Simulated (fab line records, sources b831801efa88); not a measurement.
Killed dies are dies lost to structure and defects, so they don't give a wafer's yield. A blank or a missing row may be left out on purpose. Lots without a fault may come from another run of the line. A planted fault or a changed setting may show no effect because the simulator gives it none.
Chamber matching | flow sky130 | SKY_LI_CONTACT_CMP_24 on cmp-01: 4 sister chambers
The step polishes, stops on PSG, t overpolish 20 s, target thk 0 nm. 8 wafers are shown with their chamber, then 8 later ones without.

WAFERS WITH THEIR CHAMBER
wafer  | chamber | motor_current_A (A) | time_to_endpoint_s (s)
L427.3 | 3       | 10.0                | 87
L430.2 | 1       | 12.6                | 94
L430.4 | 0       | 8.8                 | 96
L430.6 | 3       | 9.9                 | 93
L433.2 | 0       | 9.6                 | 89
L433.4 | 2       | 12.9                | 95
L433.5 | 1       | 12.4                | 94
L434.1 | 2       | 12.7                | 97

WAFERS WITHOUT THEIR CHAMBER
wafer  | motor_current_A (A) | time_to_endpoint_s (s)
L434.3 | 9.9                 | 89
L434.6 | 12.6                | 96
L436.2 | 10.4                | 91
L436.3 | 12.3                | 96
L436.4 | 9.7                 | 97
L445.4 | 12.8                | 91
L445.5 | 12.5                | 96
L445.6 | 10.1                | 91

WHICH CHAMBER EACH WENT THROUGH
wafer  | from the rows above     | in truth
L434.3 | 3                       | 3
L434.6 | can't be placed: 2 or 1 | 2
L436.2 | 3                       | 3
L436.3 | can't be placed: 1 or 2 | 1
L436.4 | can't be placed: 0 or 3 | 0
L445.4 | can't be placed: 1 or 2 | 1
L445.5 | can't be placed: 1 or 2 | 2
L445.6 | 3                       | 3
Placed correctly: 3 of 8. Can't be placed from these rows: 5 (the true chamber is among the candidates in 5). Placed wrongly: 0.
How it was worked out, from the rows above alone: a wafer's distance from a chamber is the root of the sum, over the readings, of the square of ((its reading less the chamber's mean) divided by the reading's scatter). The wafer belongs to the nearest chamber; if the next one is less than 2 further off, it can't be placed. A chamber's mean is the mean of its shown wafers. The scatter: the root of (the sum of the squares of (reading less its chamber's mean) over the shown wafers, divided by (wafers less chambers)).
